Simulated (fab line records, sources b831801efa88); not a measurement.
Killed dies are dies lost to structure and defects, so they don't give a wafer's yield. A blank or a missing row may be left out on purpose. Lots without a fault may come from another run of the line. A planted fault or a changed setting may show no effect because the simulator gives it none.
fab line records | flow sky130 | part 1 of 2: steps 1 to 27 of 37
record lots=5 wafers=15 last_day=50
route steps=708 shown METAL3@561 VIA3@573
lots that met no fault: from a run of the same line without faults
start_h: hours from the record's first day to the start of the lot's first wafer shown | wait_h: hours since the lot's step before | " the same as in the row above | L1.1+2: a row that stands for several wafers | - no value, or no start given | * or withheld: withheld | < > ~ a bound
route shown NAME@n: a module of which the file shows steps, and the number in the route of the first | usual: mean/standard deviation of fault-free wafers | same: alike in all rows | chamber/n: place in a boat | sites: the reading at each site | _std_site: their standard deviation | _edge_site: outer sites' mean less inner sites' | radius_mm: how far each site lies from the wafer's centre | mask NAME#n: copy n | behind: the tool/chamber that last shaped the wafer | hold: why the lot was held/for how many hours/how that ended | device: the transistor (n, p or np) that didn't switch | end of line: the same wafers' tests at the end of the route | a step without rows: its recipe alone | killed: dies lost to structure and defects at the first sort, not the wafer's yield | map: a wafer's dies, x killed, . not, _ none there
set.NAME: the setting as run; set.NAME@STEP: as run at that earlier step | model.NAME: the simulator's own value behind a step, which no gauge read
lots at some steps of the route; a table a step, a row a wafer
services: from which hour (start_h, from the record's first day; less than 0 if before it) a tool's chamber was out of use, for how many hours, and why
## steps
# step SKY_METAL3_PEB_11
# recipe peb_temp_c=withheld peb_time_s=withheld resist=KrF-thick
# columns lot.wafer tool chamber start_h wait_h
L076.1+2+5 litho_track-02 0 - -
L077.3+5+6 litho_track-02 0 - -
L081.3+4+5 litho_track-04 0 - -
L091.2+4+5 litho_track-04 0 - -
L096.3+5+6 litho_track-02 0 - -
# step SKY_METAL3_DEVELOP_12
# recipe develop_time_s=60 resist=KrF-thick dev_temp_c=21
# columns lot.wafer tool chamber start_h wait_h
L076.1+2+5 litho_track-02 0 - -
L077.3+5+6 litho_track-02 0 - -
L081.3+4+5 litho_track-04 0 - -
L091.2+4+5 litho_track-04 0 - -
L096.3+5+6 litho_track-02 0 - -
# step SKY_METAL3_CD_MEAS_13
# recipe target_cd_nm=300
# usual cd_nm=299.8/1.3
# columns lot.wafer tool chamber start_h wait_h cd_nm
L076.1 cd_sem-02 - 907.32 - 299.7
L076.2 " - " " 298.3
L076.5 " - " " 299.3
L077.3 cd_sem-01 - 916.86 - 299.5
L077.5 " - " " 299.4
L077.6 " - " " 298.7
L081.3 cd_sem-01 - 949.90 - 298.6
L081.4 " - " " 299.0
L081.5 " - " " 300.4
L091.2 cd_sem-01 - 1012.23 - 298.7
L091.4 " - " " 298.7
L091.5 " - " " 299.1
L096.3 cd_sem-01 - 1047.06 - 301.1
L096.5 " - " " 301.2
L096.6 " - " " 300.8
# step SKY_METAL3_OVL_MEAS_14
# usual METAL3_OVL=0/4.4
# columns lot.wafer tool chamber start_h wait_h METAL3_OVL[nm]
L076.1 overlay-01 - 907.44 0.1 -1
L076.2 " - " " 4
L076.5 " - " " 0
L077.3 overlay-02 - 916.95 0.1 1
L077.5 " - " " -4
L077.6 " - " " -2
L081.3 overlay-01 - 949.99 0.1 -3
L081.4 " - " " 6
L081.5 " - " " -3
L091.2 overlay-01 - 1012.34 0.1 0
L091.4 " - " " 6
L091.5 " - " " 7
L096.3 overlay-02 - 1047.15 0.1 -5
L096.5 " - " " -4
L096.6 " - " " -2
# step SKY_METAL3_DESCUM_15
# recipe chemistry=O2 source_power_w=150 bias_power_w=0 pressure_mtorr=10 temp_c=40 time_s=8
# usual drypump_motor_current_A=5.6/0.56 oes_product_au=0.993/0.0073 rf_fwd_power_W=147.0/0.97
# columns lot.wafer tool chamber start_h wait_h drypump_motor_current_A oes_product_au rf_fwd_power_W rf_hours_counter_h
L076.1 rie_metal-01 0 907.47 0.0 5.6 0.984 145.6 9
L076.2 " 1 " " 5.2 0.996 149.0 0
L076.5 " 0 " " 5.6 0.994 145.8 -
L077.3 rie_metal-03 0 916.98 0.0 6.6 0.985 147.6 -
L077.5 " 0 " " 6.5 0.983 148.1 -
L077.6 " 1 " " 5.4 0.993 145.8 -
L081.3 rie_metal-04 1 950.03 0.0 4.9 0.997 147.4 -
L081.4 " 0 " " 6.2 0.991 147.0 -
L081.5 " 0 " " 6.2 0.989 147.5 -
L091.2 rie_metal-03 1 1012.37 0.0 5.4 0.982 146.0 23
L091.4 " 1 " " 5.4 1.003 146.1 -
L091.5 " 0 " " 6.6 1.000 147.7 -
L096.3 rie_metal-04 1 1047.18 0.0 4.8 0.992 146.1 -
L096.5 " 1 " " 4.8 0.996 146.3 -
L096.6 " 0 " " 6.2 0.980 147.5 -
# step SKY_METAL3_ETCH_16
# recipe chemistry=N2/H2 target=BARC ion_energy_ev=200 bias_w=100 pressure_mtorr=30 n2_flow_sccm=100 h2_flow_sccm=200 icp_w=500 stop_on=SiO2 time_s=88.2 target_depth_a=600
# usual drypump_motor_current_A=5.6/0.56 oes_product_au=0.626/0.0051 rf_fwd_power_W=496.1/2.1 throttle_valve_pct=13.206/0.0094
# columns lot.wafer tool chamber start_h wait_h drypump_motor_current_A oes_product_au rf_fwd_power_W rf_hours_counter_h throttle_valve_pct
L076.1 rie_metal-01 0 907.50 0.0 5.6 0.634 494.0 9 13.195
L076.2 " 1 " " 5.2 0.638 497.2 0 13.218
L076.5 " 0 " " 5.6 0.630 491.5 - 13.195
L077.3 rie_metal-03 0 917.04 0.0 6.6 0.630 497.0 - 13.218
L077.5 " 0 " " 6.5 0.631 494.8 - 13.205
L077.6 " 1 " " 5.5 0.632 499.6 - 13.206
L081.3 rie_metal-04 1 950.08 0.0 4.9 0.624 495.8 - 13.193
L081.4 " 0 " " 6.2 0.620 498.2 - 13.214
L081.5 " 0 " " 6.2 0.630 497.2 - 13.208
L091.2 rie_metal-03 1 1012.40 0.0 5.5 0.625 494.6 23 13.199
L091.4 " 1 " " 5.4 0.618 494.0 - 13.210
L091.5 " 0 " " 6.6 0.624 498.4 - 13.214
L096.3 rie_metal-04 1 1047.24 0.0 4.8 0.620 495.2 - 13.187
L096.5 " 1 " " 4.8 0.629 492.1 - 13.231
L096.6 " 0 " " 6.1 0.636 497.0 - 13.196
# step SKY_METAL3_ETCH_17
# recipe target=SiO2 stop_on=TiN chemistry=C4F8/O2/Ar source_w=1500 bias_w=1200 pressure_mtorr=40 c4f8_flow_sccm=withheld O2_flow_sccm=6 Ar_flow_sccm=300 time_s=3.9 target_depth_a=150
# usual oes_product_au=0.755/0.0073 rf_fwd_power_W=1467/6.9
# columns lot.wafer tool chamber start_h wait_h oes_product_au rf_fwd_power_W rf_hours_counter_h
L076.1 rie_diel-01 1 907.60 0.1 0.761 1480 5
L076.2 " 2 " " 0.749 1462 3
L076.5 " 2 " " 0.772 1461 -
L077.3 rie_diel-01 0 917.10 0.0 0.746 1482 12
L077.5 " 1 " " 0.753 1466 -
L077.6 " 0 " " 0.766 1474 -
L081.3 rie_diel-03 2 950.15 0.0 0.755 1475 16
L081.4 " 1 " " 0.759 1467 6
L081.5 " 0 " " 0.765 1460 -
L091.2 rie_diel-04 1 1012.50 0.1 0.751 1464 12
L091.4 " 2 " " 0.745 1464 19
L091.5 " 0 " " 0.745 1466 -
L096.3 rie_diel-04 2 1047.30 0.0 0.745 1466 20
L096.5 " 0 " " 0.759 1473 -
L096.6 " 1 " " 0.754 1461 -
# step SKY_METAL3_METAL_ETCH_18
# recipe target_depth_a=8450 stop_on=SiO2 over_etch_frac=0.3 time_s=183.1 chemistry=Cl2/BCl3 resist_sidewall_deg=88 pressure_mtorr=10 icp_w=900 bias_w=48.5 Cl2_flow_sccm=60 bcl3_flow_sccm=30
# usual bcl3_flow_sccm=29.98/0.096 drypump_motor_current_A=5.7/0.56 oes_product_au=0.865/0.0059 rf_fwd_power_W=896/3.3 throttle_valve_pct=22.263/0.0087
# columns lot.wafer tool chamber start_h wait_h bcl3_flow_sccm drypump_motor_current_A oes_product_au rf_fwd_power_W rf_hours_counter_h throttle_valve_pct
L076.1 rie_metal-04 0 907.62 0.0 29.95 6.2 0.874 897 6 22.274
L076.2 " 1 " " 30.20 4.8 0.859 896 16 22.264
L076.5 " 0 " " 29.80 6.2 0.862 895 - 22.278
L077.3 rie_metal-04 1 917.18 0.1 30.16 4.8 0.870 894 - 22.258
L077.5 " 1 " " 30.18 4.8 0.864 892 - 22.256
L077.6 " 0 " " 29.92 6.2 0.870 897 - 22.273
L081.3 rie_metal-01 0 950.22 0.1 30.07 5.6 0.873 895 - 22.278
L081.4 " 1 " " 29.86 5.2 0.855 900 - 22.254
L081.5 " 0 " " 30.00 5.6 0.869 894 - 22.258
L091.2 rie_metal-01 1 1012.51 0.0 29.95 5.2 0.866 893 6 22.251
L091.4 " 1 " " 29.99 5.2 0.867 894 - 22.269
L091.5 " 0 " " 30.06 5.6 0.861 895 - 22.263
L096.3 rie_metal-01 1 1047.38 0.1 29.93 5.2 0.853 898 - 22.268
L096.5 " 0 " " 29.85 5.6 0.860 892 - 22.257
L096.6 " 1 " " 29.94 5.2 0.855 896 - 22.271
# step SKY_METAL3_STRIP_19
# recipe chemistry=O2/N2 power_w=1400 pressure_mtorr=1500 platen_temp_c=withheld o2_flow_sccm=3000 n2_flow_sccm=300 overash_fraction=0.5
# usual drypump_motor_current_A=5.8/0.46 oes_product_au=0.506/0.0046 strip_time_to_endpoint_s=6.61/0.045
# columns lot.wafer tool chamber start_h wait_h drypump_motor_current_A oes_product_au rf_hours_counter_h strip_time_to_endpoint_s
L076.1 plasma_asher-04 1 907.80 0.1 5.6 0.509 50 6.62
L076.2 " 0 " " 5.0 0.497 50 6.55
L076.5 " 0 " " 5.0 0.513 - 6.64
L077.3 plasma_asher-04 0 917.33 0.1 5.0 0.501 - 6.57
L077.5 " 0 " " 5.0 0.503 - 6.52
L077.6 " 1 " " 5.6 0.501 - 6.68
L081.3 plasma_asher-02 1 950.37 0.1 6.5 0.505 - 6.62
L081.4 " 0 " " 5.3 0.502 - 6.60
L081.5 " 1 " " 6.5 0.507 - 6.63
L091.2 plasma_asher-04 1 1012.69 0.1 5.6 0.507 60 6.67
L091.4 " 1 " " 5.6 0.512 - 6.67
L091.5 " 0 " " 5.0 0.507 - 6.66
L096.3 plasma_asher-02 0 1047.53 0.1 5.2 0.498 - 6.57
L096.5 " 0 " " 5.2 0.513 - 6.65
L096.6 " 1 " " 6.5 0.506 - 6.64
# step SKY_METAL3_STRIP_20
# recipe chemistry=post_etch_residue_remover time_s=1200 temp_c=72.5
# columns lot.wafer tool chamber start_h wait_h
L076.1+2+5 wet_bench-02 2 907.90 0.1
L077.3+5+6 wet_bench-02 0 917.40 0.0
L081.3+4+5 wet_bench-04 1 950.44 0.0
L091.2+4+5 wet_bench-01 2 1012.79 0.1
L096.3+5+6 wet_bench-04 0 1047.60 0.0
# step SKY_METAL3_CLEAN_21
# recipe chemistry=IPA time_s=180 temp_c=25
# columns lot.wafer tool chamber start_h wait_h
L076.1+2+5 wet_bench-04 0 908.24 0.0
L077.3+5+6 wet_bench-01 1 917.74 0.0
L081.3+4+5 wet_bench-01 1 950.78 0.0
L091.2+4+5 wet_bench-04 2 1013.16 0.0
L096.3+5+6 wet_bench-01 3 1047.97 0.0
# step SKY_METAL3_CLEAN_22
# recipe chemistry=O3/DIW dry=n2_spin
# columns lot.wafer tool chamber start_h wait_h
L076.1+2+5 wet_bench-01 2 908.30 0.0
L077.3+5+6 wet_bench-04 1 917.80 0.0
L081.3+4+5 wet_bench-02 2 950.84 0.0
L091.2+4+5 wet_bench-02 0 1013.23 0.0
L096.3+5+6 wet_bench-01 1 1048.04 0.0
# step SKY_VIA3_HDPCVD_00
# recipe material=SiO2 target_thk_nm=1635 sigma_open_frac=0.3 time_s=283.6 temp_c=400 sih4_flow_sccm=60 pressure_mtorr=6
# columns lot.wafer tool chamber start_h wait_h
L076.1+2+5 hdpcvd-02 0,1,0 908.39 0.0
L077.3+5+6 hdpcvd-01 2,1,0 917.89 0.0
L081.3+4+5 hdpcvd-01 0,0,2 950.95 0.0
L091.2+4+5 hdpcvd-02 1,2,1 1013.32 0.0
L096.3+5+6 hdpcvd-01 1,0,2 1048.15 0.0
# step SKY_VIA3_THK_MEAS_01
# recipe reads=SiO2_of_VIA3_HDPCVD_00
# usual VIA3_HDPCVD_THK=1701/16
# columns lot.wafer tool chamber start_h wait_h VIA3_HDPCVD_THK[nm]
L076.1 film_metro-02 - 908.64 0.2 1699
L076.2 " - " " 1693
L076.5 " - " " 1701
L077.3 film_metro-04 - 918.08 0.1 1716
L077.5 " - " " 1703
L077.6 " - " " 1727
L081.3 film_metro-01 - 951.14 0.1 1690
L081.4 " - " " 1700
L081.5 " - " " 1679
L091.2 film_metro-04 - 1013.50 0.1 1662
L091.4 " - " " 1701
L091.5 " - " " 1700
L096.3 film_metro-02 - 1048.34 0.1 1704
L096.5 " - " " 1690
L096.6 " - " " 1710
# step SKY_VIA3_CMP_02
# recipe material=SiO2 down_force_psi=4 platen_rpm=60 pad_velocity_m_s=0.94248
# usual motor_current_A=12.4/1.3
# columns lot.wafer tool chamber start_h wait_h motor_current_A
L076.2 cmp-01 2 908.75 0.1 11.0
L076.1 " 3 " " 10.6
L076.5 " 2 " " 11.3
L077.3 cmp-01 2 918.27 0.2 11.0
L077.6 " 3 " " 11.3
L077.5 " 0 " " 13.9
L081.4 cmp-02 1 951.23 0.1 13.3
L081.3 " 3 " " 11.5
L081.5 " 0 " " 11.0
L091.2 cmp-02 2 1013.60 0.1 13.5
L091.4 " 3 " " 11.1
L091.5 " 1 " " 12.8
L096.3 cmp-01 2 1048.48 0.1 10.4
L096.6 " 0 " " 14.7
L096.5 " 1 " " 13.3
# step SKY_VIA3_BOW_MEAS_03
# recipe mode=bow
# usual VIA3_BOW=80/8.5
# columns lot.wafer tool chamber start_h wait_h VIA3_BOW[um]
L076.1 film_metro-02 - 909.00 0.1 90
L076.2 " - " " 76
L076.5 " - " " 79
L077.3 film_metro-04 - 918.46 0.1 69
L077.5 " - " " 66
L077.6 " - " " 68
L081.3 film_metro-04 - 951.52 0.1 88
L081.4 " - " " 80
L081.5 " - " " 74
L091.2 film_metro-01 - 1013.87 0.2 99
L091.4 " - " " 88
L091.5 " - " " 81
L096.3 film_metro-02 - 1048.72 0.2 91
L096.5 " - " " 86
L096.6 " - " " 95
# step SKY_VIA3_DEHYDRATE_04
# recipe temp_c=200 time_s=60
# usual heater_power_total_W=160.38/0.13
# columns lot.wafer tool chamber start_h wait_h heater_power_total_W
L076.1 litho_track-03 0 920.53 11.5 160.26
L076.2 " 0 " " 160.53
L076.5 " 0 " " 160.25
L077.3 litho_track-01 0 929.27 10.8 160.35
L077.5 " 0 " " 160.28
L077.6 " 0 " " 160.32
L081.3 litho_track-02 0 963.12 11.6 160.55
L081.4 " 0 " " 160.53
L081.5 " 0 " " 160.58
L091.2 litho_track-01 0 1024.95 11.1 160.51
L091.4 " 0 " " 160.23
L091.5 " 0 " " 160.12
L096.3 litho_track-01 0 1058.02 9.3 160.36
L096.5 " 0 " " 160.42
L096.6 " 0 " " 160.22
# step SKY_VIA3_HMDS_05
# recipe prime_time_s=60 prime_temp_c=120
# columns lot.wafer tool chamber start_h wait_h
L076.1+2+5 litho_track-03 0 920.68 0.1
L077.3+5+6 litho_track-01 0 929.42 0.1
L081.3+4+5 litho_track-02 0 963.27 0.1
L091.2+4+5 litho_track-01 0 1025.10 0.1
L096.3+5+6 litho_track-01 0 1058.17 0.1
# step SKY_VIA3_COAT_06
# recipe resist=BARC temp_c=withheld time_s=withheld spin_rpm=3000 resist_thk_nm=60
# columns lot.wafer tool chamber start_h wait_h
L076.1+2+5 litho_track-03 0 920.83 0.1
L077.3+5+6 litho_track-01 0 929.57 0.1
L081.3+4+5 litho_track-02 0 963.42 0.1
L091.2+4+5 litho_track-01 0 1025.25 0.1
L096.3+5+6 litho_track-01 0 1058.32 0.1
# step SKY_VIA3_COAT_07
# recipe resist=KrF-thick spin_rpm=3000 resist_thk_nm=450
# columns lot.wafer tool chamber start_h wait_h
L076.1+2+5 litho_track-03 0 - -
L077.3+5+6 litho_track-01 0 - -
L081.3+4+5 litho_track-02 0 - -
L091.2+4+5 litho_track-01 0 - -
L096.3+5+6 litho_track-01 0 - -
# step SKY_VIA3_SOFTBAKE_08
# recipe temp_c=100 time_s=90 resist=KrF-thick
# usual heater_power_total_W=57.35/0.11
# columns lot.wafer tool chamber start_h wait_h heater_power_total_W
L076.1 litho_track-03 0 - - 57.38
L076.2 " 0 " " 57.42
L076.5 " 0 " " 57.24
L077.3 litho_track-01 0 - - 57.52
L077.5 " 0 " " 57.27
L077.6 " 0 " " 57.40
L081.3 litho_track-02 0 - - 57.52
L081.4 " 0 " " 57.40
L081.5 " 0 " " 57.30
L091.2 litho_track-01 0 - - 57.25
L091.4 " 0 " " 57.37
L091.5 " 0 " " 57.23
L096.3 litho_track-01 0 - - 57.30
L096.5 " 0 " " 57.22
L096.6 " 0 " " 57.59
# step SKY_VIA3_EXPOSE_09
# recipe mask_id=VIM3 na=0.8 source_shape=annular sigma_inner=0.55 sigma_outer=0.85 target_cd_nm=200 dose_mj=38
# usual stage_vel_mm_s=500.01/0.24
# columns lot.wafer tool chamber start_h wait_h mask stage_vel_mm_s
L076.1 krf_scanner-01 0 - - VIM3#0 499.89
L076.2 " 0 " " VIM3#0 500.32
L076.5 " 0 " " VIM3#0 500.33
L077.3 krf_scanner-01 0 - - VIM3#0 500.05
L077.5 " 0 " " VIM3#0 500.14
L077.6 " 0 " " VIM3#0 499.83
L081.3 krf_scanner-01 0 - - VIM3#0 499.91
L081.4 " 0 " " VIM3#0 499.72
L081.5 " 0 " " VIM3#0 499.91
L091.2 krf_scanner-01 0 - - VIM3#0 499.47
L091.4 " 0 " " VIM3#0 500.21
L091.5 " 0 " " VIM3#0 499.91
L096.3 krf_scanner-02 0 - - VIM3#0 499.97
L096.5 " 0 " " VIM3#0 500.33
L096.6 " 0 " " VIM3#0 499.85
# step SKY_VIA3_PEB_10
# recipe peb_temp_c=withheld peb_time_s=withheld resist=KrF-thick
# columns lot.wafer tool chamber start_h wait_h
L076.1+2+5 litho_track-03 0 - -
L077.3+5+6 litho_track-03 0 - -
L081.3+4+5 litho_track-02 0 - -
L091.2+4+5 litho_track-03 0 - -
L096.3+5+6 litho_track-01 0 - -
# step SKY_VIA3_DEVELOP_11
# recipe develop_time_s=60 resist=KrF-thick dev_temp_c=21
# columns lot.wafer tool chamber start_h wait_h
L076.1+2+5 litho_track-03 0 - -
L077.3+5+6 litho_track-03 0 - -
L081.3+4+5 litho_track-02 0 - -
L091.2+4+5 litho_track-03 0 - -
L096.3+5+6 litho_track-01 0 - -
# step SKY_VIA3_CD_MEAS_12
# recipe target_cd_nm=200
# usual cd_nm=200.1/1.5
# columns lot.wafer tool chamber start_h wait_h cd_nm
L076.1 cd_sem-01 - 933.18 - 200.0
L076.2 " - " " 200.0
L076.5 " - " " 199.1
L077.3 cd_sem-01 - 942.32 - 200.4
L077.5 " - " " 200.1
L077.6 " - " " 200.4
L081.3 cd_sem-01 - 975.36 - 199.7
L081.4 " - " " 198.5
L081.5 " - " " 198.1
L091.2 cd_sem-01 - 1036.00 - 198.7
L091.4 " - " " 197.3
L091.5 " - " " 199.0
L096.3 cd_sem-01 - 1069.41 - 199.0
L096.5 " - " " 200.2
L096.6 " - " " 199.6
# step SKY_VIA3_OVL_MEAS_13
# usual VIA3_OVL=-4/4.9
# columns lot.wafer tool chamber start_h wait_h VIA3_OVL[nm]
L076.1 overlay-01 - 933.30 0.1 -9
L076.2 " - " " 7
L076.5 " - " " -11
L077.3 overlay-01 - 942.42 0.1 -12
L077.5 " - " " -7
L077.6 " - " " -1
L081.3 overlay-01 - 975.45 0.1 -2
L081.4 " - " " -5
L081.5 " - " " 3
L091.2 overlay-01 - 1036.11 0.1 -5
L091.4 " - " " -3
L091.5 " - " " -7
L096.3 overlay-01 - 1069.51 0.1 -6
L096.5 " - " " -10
L096.6 " - " " -5
# step SKY_VIA3_ETCH_14
# recipe chemistry=N2/H2 target=BARC ion_energy_ev=200 source_w=500 bias_w=100 pressure_mtorr=30 n2_flow_sccm=100 h2_flow_sccm=200 stop_on=SiO2 time_s=45.9 target_depth_a=600
# usual drypump_motor_current_A=5.9/0.3 oes_product_au=0.855/0.0053 rf_fwd_power_W=493.5/2.3 throttle_valve_pct=13.225/0.0085
# columns lot.wafer tool chamber start_h wait_h drypump_motor_current_A oes_product_au rf_fwd_power_W rf_hours_counter_h throttle_valve_pct
L076.1 rie_diel-03 1 933.34 0.0 5.8 0.853 493.1 5 13.222
L076.2 " 2 " " 6.4 0.852 496.0 16 13.237
L076.5 " 1 " " 5.8 0.860 492.1 - 13.237
L077.3 rie_diel-04 0 942.44 0.0 6.1 0.857 493.9 20 13.228
L077.5 " 1 " " 5.7 0.850 489.9 - 13.230
L077.6 " 3 " " 5.1 0.860 491.9 - 13.232
L081.3 rie_diel-02 3 975.47 0.0 5.6 0.850 495.3 26 13.230
L081.4 " 2 " " 6.2 0.861 491.8 - 13.229
L081.5 " 3 " " 5.6 0.855 495.2 - 13.224
L091.2 rie_diel-02 1 1036.14 0.0 5.9 0.851 496.3 17 13.219
L091.4 " 3 " " 5.6 0.863 491.6 27 13.221
L091.5 " 2 " " 6.2 0.857 498.5 - 13.242
L096.3 rie_diel-03 2 1069.53 0.0 6.4 0.851 493.8 21 13.222
L096.5 " 2 " " 6.4 0.856 494.2 - 13.223
L096.6 " 1 " " 5.8 0.856 489.4 - 13.223
